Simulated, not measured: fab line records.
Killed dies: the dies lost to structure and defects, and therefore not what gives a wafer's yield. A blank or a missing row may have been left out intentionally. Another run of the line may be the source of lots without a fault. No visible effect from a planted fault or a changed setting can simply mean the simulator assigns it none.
Which tool is to blame? || flow gf180mcu || 6 lots, 18 wafers sampled, at 3 steps of a route of 602

WHAT EACH GAUGE READ, for each wafer
GF_M3_RS_MEAS_05: a four-point-probe measurement.
{"lot": "L770", "measured": "day 20 09:11", "on": "film-metro-02", "M3_ALCU_RS (ohm/sq)": "0.0702 0.0703 0.0709"}
{"lot": "L775", "measured": "day 22 16:04", "on": "film-metro-02", "M3_ALCU_RS (ohm/sq)": "0.0780 0.0762 0.0717"}
{"lot": "L784", "measured": "day 25 21:14", "on": "film-metro-03", "M3_ALCU_RS (ohm/sq)": "0.0702 0.0686 0.0705"}
{"lot": "L786", "measured": "day 26 06:18", "on": "film-metro-02", "M3_ALCU_RS (ohm/sq)": "0.0698 0.0691 0.0692"}
{"lot": "L789", "measured": "day 27 05:40", "on": "film-metro-02", "M3_ALCU_RS (ohm/sq)": "0.0686 0.0703 0.0688"}
{"lot": "L792", "measured": "day 28 02:47", "on": "film-metro-03", "M3_ALCU_RS (ohm/sq)": "0.0700 0.0710 0.0705"}

TOOL THAT RAN EACH LOT (tool first, then ch and the chambers of the sampled wafers, then the start)
{"lot": "L770", "GF_V2_CMP_26": "cmp-01 ch 1,2, day 20 08:40", "GF_M3_SPUTTER_02": "pvd-sputter-03, day 20 09:05"}
{"lot": "L775", "GF_V2_CMP_26": "cmp-02 ch 0,2,3, day 22 15:37", "GF_M3_SPUTTER_02": "pvd-sputter-03, day 22 15:56"}
{"lot": "L784", "GF_V2_CMP_26": "cmp-01 ch 0,2,3, day 25 20:46", "GF_M3_SPUTTER_02": "pvd-sputter-02, day 25 21:09"}
{"lot": "L786", "GF_V2_CMP_26": "cmp-01 ch 0,1,2, day 26 05:51", "GF_M3_SPUTTER_02": "pvd-sputter-04, day 26 06:11"}
{"lot": "L789", "GF_V2_CMP_26": "cmp-02 ch 0,1,3, day 27 05:15", "GF_M3_SPUTTER_02": "pvd-sputter-02, day 27 05:35"}
{"lot": "L792", "GF_V2_CMP_26": "cmp-01 ch 1,3, day 28 02:17", "GF_M3_SPUTTER_02": "pvd-sputter-03, day 28 02:40"}
- GF_V2_CMP_26: polishes, stops on SiO2, t overpolish 15 s, target thk 0 nm.
- GF_M3_SPUTTER_02: material AlCu, target thk 450 nm, time 23.9 s.

THE ANSWER, worked out from the rows above alone
Rule: usual is defined by the lots themselves. The widest of any qualifying gaps counts: lots, ordered by their means at a reading, are off when they make up no more than a third of the lots, leave a main group of 4 or more, and stand apart from it by 3 or more times the standard deviation of that group's means. A main group whose means are all the same, to the digits that the tables above print for the reading, isn't used. Also off: a lot with no number at a reading for which 4 or more lots have one. The other lots that the step has rows for count as sound.
Off: L775, seen at GF_M3_RS_MEAS_05 (M3_ALCU_RS). Main group: mean 0.0699 ohm/sq, sd 0.00053.
If a tool, at a process step before that reading, ran all the lots that are off and no sound lot after the first of them, it fits. Gauges at GF_M3_RS_MEAS_05: tried the same way as those tools. Not one of the candidates tried fits.

WHAT THE SIMULATOR HAD PUT IN
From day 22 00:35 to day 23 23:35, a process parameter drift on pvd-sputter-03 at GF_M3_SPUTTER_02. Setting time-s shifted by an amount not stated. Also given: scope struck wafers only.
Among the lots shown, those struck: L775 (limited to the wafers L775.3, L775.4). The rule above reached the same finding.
